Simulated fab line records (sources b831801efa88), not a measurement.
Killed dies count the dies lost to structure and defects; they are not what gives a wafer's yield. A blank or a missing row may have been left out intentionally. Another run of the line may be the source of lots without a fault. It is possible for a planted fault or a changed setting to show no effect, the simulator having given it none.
Which of the tools did it?    flow gf180mcu    24 lots, 72 wafers sampled, at 5 steps of a route of 602

WHAT EACH GAUGE READ, for each wafer
GF_STI_CD_MEAS_12: target cd 220 nm.
lot   measured     on         cd nm (nm)
L074  day 2 02:07  cd sem-02  220.6 219.9 219.8
L075  day 2 06:10  cd sem-02  219.7 220.7 220.4
L076  day 2 11:47  cd sem-02  217.4 218.1 218.6
L077  day 2 17:13  cd sem-01  216.2 217.6 217.1
L078  day 2 21:44  cd sem-02  220.7 220.9 222.3
L079  day 3 02:37  cd sem-02  219.3 221.0 221.4
L080  day 3 08:55  cd sem-01  221.3 221.3 221.1
L081  day 3 17:13  cd sem-02  218.5 220.3 220.0
L082  day 3 22:19  cd sem-01  221.4 219.1 219.1
L083  day 4 02:28  cd sem-02  219.3 219.3 219.8
L084  day 4 04:04  cd sem-01  220.2 221.5 220.5
L085  day 4 09:17  cd sem-01  220.1 218.8 218.5
L086  day 4 15:28  cd sem-02  221.2 218.7 219.9
L087  day 4 20:13  cd sem-01  219.4 219.3 219.3
L088  day 5 01:43  cd sem-02  219.1 218.3 219.3
L089  day 5 06:23  cd sem-01  218.3 219.2 218.1
L090  day 5 11:58  cd sem-01  220.6 220.8 219.5
L091  day 5 17:24  cd sem-01  221.5 220.6 221.5
L092  day 5 21:56  cd sem-02  220.5 220.8 220.9
L093  day 6 03:12  cd sem-02  220.4 220.0 220.6
L094  day 6 07:41  cd sem-02  220.8 220.7 220.3
L095  day 6 13:38  cd sem-01  221.8 219.9 221.0
L096  day 6 18:16  cd sem-02  219.6 220.0 220.9
L097  day 7 02:53  cd sem-01  220.6 220.7 220.1

GF_PSD_CD_MEAS_07: target cd 400 nm.
lot   measured      on         cd nm (nm)
L074  day 14 07:55  cd sem-01  396.6 398.1 399.5
L075  day 14 12:27  cd sem-01  400.7 402.9 402.4
L076  day 14 20:35  cd sem-01  397.6 398.5 399.0
L077  day 15 14:10  cd sem-01  402.9 401.9 400.9
L078  day 15 23:38  cd sem-02  398.5 399.2 396.5
L079  day 16 02:40  cd sem-01  400.1 396.7 401.4
L080  day 16 07:29  cd sem-01  399.8 401.0 402.3
L081  day 16 21:35  cd sem-01  399.0 397.4 399.2
L082  day 17 07:35  cd sem-02  401.3 400.7 401.5
L083  day 17 15:58  cd sem-02  396.2 394.6 395.4
L084  day 17 19:25  cd sem-01  400.4 399.2 400.0
L085  day 18 00:29  cd sem-01  400.8 398.8 401.4
L086  day 18 13:41  cd sem-02  398.5 400.5 400.1
L087  day 18 21:37  cd sem-02  399.7 400.1 398.8
L088  day 19 07:09  cd sem-02  396.9 399.0 397.8
L089  day 19 15:22  cd sem-01  403.2 399.6 401.6
L090  day 19 23:22  cd sem-02  397.5 396.6 398.8
L091  day 20 06:41  cd sem-01  397.6 400.1 398.4
L092  day 20 14:31  cd sem-01  400.6 398.6 400.6
L093  day 20 23:38  cd sem-02  401.5 401.8 403.8
L094  day 21 06:05  cd sem-02  399.1 402.0 401.2
L095  day 21 17:31  cd sem-02  401.1 400.1 398.5
L096  day 21 21:17  cd sem-02  397.6 400.3 397.7
L097  day 22 10:46  cd sem-02  402.3 399.3 400.2

GF_V2_OVL_MEAS_15.
lot   measured      on          V2_OVL (nm)
L074  day 20 08:21  overlay-01  -3 5 -3
L075  day 20 13:48  overlay-01  -5 -6 -7
L076  day 20 23:26  overlay-01  3 2 13
L077  day 21 20:00  overlay-02  -1 -1 4
L078  day 22 06:42  overlay-02  -20 7 -13
L079  day 22 09:55  overlay-02  2 6 0
L080  day 22 14:59  overlay-01  4 0 9
L081  day 23 04:25  overlay-02  13 15 14
L082  day 23 13:40  overlay-02  0 -7 -20
L083  day 23 22:16  overlay-02  2 -1 8
L084  day 24 02:25  overlay-02  -10 -3 0
L085  day 24 05:15  overlay-01  3 -1 -5
L086  day 25 01:55  overlay-02  -8 6 5
L087  day 25 03:38  overlay-02  -3 -5 -7
L088  day 25 09:58  overlay-02  -1 5 5
L089  day 25 17:10  overlay-02  3 -5 6
L090  day 26 02:13  overlay-02  -5 0 7
L091  day 26 05:44  overlay-01  1 5 3
L092  day 26 21:58  overlay-01  2 -5 -4
L093  day 27 00:15  overlay-01  -2 5 2
L094  day 27 03:28  overlay-02  -11 -6 -4
L095  day 27 10:51  overlay-01  13 8 18
L096  day 27 15:47  overlay-02  7 5 7
L097  day 28 03:11  overlay-02  -3 -10 -8

GF_V3_CD_MEAS_14: target cd 260 nm.
lot   measured      on         cd nm (nm)
L074  day 22 11:23  cd sem-01  259.8 259.9 259.6
L075  day 22 16:30  cd sem-02  260.0 260.6 260.2
L076  day 23 01:56  cd sem-02  258.3 258.3 259.3
L077  day 23 20:52  cd sem-01  259.7 261.0 260.1
L078  day 24 05:56  cd sem-01  260.2 260.2 260.9
L079  day 25 00:01  cd sem-02  259.8 261.6 260.6
L080  day 25 00:08  cd sem-01  257.7 258.4 256.9
L081  day 25 03:52  cd sem-01  259.8 258.1 259.2
L082  day 25 10:25  cd sem-02  260.4 260.7 260.8
L083  day 25 20:18  cd sem-02  260.4 260.0 261.2
L084  day 26 02:07  cd sem-01  262.5 262.7 262.8
L085  day 26 03:25  cd sem-01  257.0 256.1 256.3
L086  day 26 23:32  cd sem-02  260.0 259.2 258.3
L087  day 27 00:41  cd sem-02  260.7 259.8 260.1
L088  day 27 06:11  cd sem-01  258.3 259.5 258.2
L089  day 27 12:59  cd sem-01  260.3 260.7 261.7
L090  day 27 22:32  cd sem-01  260.4 261.5 260.8
L091  day 28 01:39  cd sem-02  261.0 260.1 259.8
L092  day 28 17:05  cd sem-01  259.7 260.7 259.3
L093  day 28 18:41  cd sem-01  258.5 261.8 261.7
L094  day 28 21:40  cd sem-01  260.2 260.7 260.1
L095  day 29 04:47  cd sem-01  260.1 260.2 260.2
L096  day 29 09:29  cd sem-01  259.3 260.5 258.6
L097  day 29 19:58  cd sem-02  261.5 262.1 262.2

EACH LOT AND THE TOOL THAT RAN IT (in order: tool; ch and the chambers of the sampled wafers; start)
lot   GF_LVPWELL_STRIP_10
L074  plasma asher-03 ch 0,1, day 3 19:18
L075  plasma asher-04 ch 0,1, day 4 01:29
L076  plasma asher-04 ch 0,1, day 4 08:11
L077  plasma asher-04 ch 0,1, day 4 18:06
L078  plasma asher-03 ch 0,1, day 5 02:50
L079  plasma asher-02 ch 0,1, day 5 03:16
L080  plasma asher-04 ch 0, day 5 07:05
L081  plasma asher-03 ch 0,1, day 5 16:06
L082  plasma asher-02 ch 1, day 5 21:26
L083  plasma asher-02 ch 0,1, day 6 03:29
L084  plasma asher-03 ch 1, day 6 06:02
L085  plasma asher-03 ch 0, day 6 10:04
L086  plasma asher-03 ch 0,1, day 6 17:46
L087  plasma asher-04 ch 0,1, day 6 22:22
L088  plasma asher-03 ch 0,1, day 7 04:14
L089  plasma asher-02 ch 0,1, day 7 08:48
L090  plasma asher-03 ch 0,1, day 7 15:41
L091  plasma asher-03 ch 0,1, day 7 20:32
L092  plasma asher-02 ch 0,1, day 8 02:42
L093  plasma asher-03 ch 0,1, day 8 08:29
L094  plasma asher-04 ch 0,1, day 8 14:54
L095  plasma asher-03 ch 0,1, day 8 20:24
L096  plasma asher-03 ch 0, day 8 23:48
L097  plasma asher-03 ch 0,1, day 9 10:33
- GF_LVPWELL_STRIP_10: strips in O2/N2.

WHAT THE TOOLS THEMSELVES READ (means of the sampled wafers that have a number; where no wafer has one, the mark that the record gives instead)
GF_LVPWELL_STRIP_10.
lot   tool             chamber pressure mTorr (mTorr)  drypump motor current A (A)  heater power w (W)  oes product au (a.u.)  platen temp c (C)  strip time to endpoint s (s)
L074  plasma asher-03  1499.8                          5.93                         299                 0.725                  250.10             36.93
L075  plasma asher-04  1500.2                          6.07                         361                 0.723                  249.86             36.92
L076  plasma asher-04  1500.8                          6.04                         357                 0.719                  249.93             36.80
L077  plasma asher-04  1500.5                          5.77                         348                 0.723                  250.06             36.83
L078  plasma asher-03  1499.8                          5.96                         309                 0.723                  250.01             37.07
L079  plasma asher-02  1499.7                          5.70                         339                 0.722                  250.12             36.83
L080  plasma asher-04  1498.7                          5.48                         351                 0.720                  250.15             36.92
L081  plasma asher-03  1500.0                          5.92                         299                 0.723                  249.93             37.07
L082  plasma asher-02  1499.4                          5.85                         327                 0.723                  250.07             36.88
L083  plasma asher-02  1498.7                          5.69                         341                 0.723                  249.98             37.03
L084  plasma asher-03  1500.8                          5.87                         288                 0.725                  250.20             36.93
L085  plasma asher-03  1500.8                          5.99                         316                 0.719                  249.66             36.97
L086  plasma asher-03  1501.4                          5.97                         309                 0.721                  249.83             37.01
L087  plasma asher-04  1499.2                          6.06                         358                 0.720                  250.03             37.01
L088  plasma asher-03  1500.3                          5.97                         307                 0.725                  249.83             36.85
L089  plasma asher-02  1498.9                          5.57                         360                 0.724                  249.96             36.95
L090  plasma asher-03  1499.8                          5.91                         293                 0.725                  249.95             36.79
L091  plasma asher-03  1500.5                          5.91                         295                 0.723                  250.00             36.88
L092  plasma asher-02  1501.5                          5.70                         339                 0.722                  250.03             36.87
L093  plasma asher-03  1499.3                          5.92                         298                 0.721                  250.07             36.73
L094  plasma asher-04  1502.0                          6.06                         359                 0.719                  250.04             36.82
L095  plasma asher-03  1499.3                          5.91                         300                 0.726                  249.99             36.95
L096  plasma asher-03  1501.5                          6.01                         318                 0.721                  249.84             36.84
L097  plasma asher-03  1501.1                          5.95                         304                 0.724                  250.12             36.97

THE ANSWER, worked out from the rows above alone
Rule: usual is defined by the lots themselves. Put in order of their means at a reading, lots are off if they are a third of the lots or fewer, leave a main group of 4 or more, and stand apart from it by a gap of 3 or more times the standard deviation of the main group's means; of several such gaps the widest counts. A main group is skipped when, at the precision printed for the reading in the tables above, its means are all equal. Also off: a lot with no number at a reading for which 4 or more lots have one. Any other lot the step has rows for is counted as sound. Order of review: gauges by route order, followed by the tools' own readings, for which a lot's mean as printed above is used. At the first step where some lot is off, the reading lying furthest off is the one used; lots without a number count as furthest.
Nothing can be told from this: no lot is off at any reading shown.

WHAT HAD BEEN PUT IN BY THE SIMULATOR
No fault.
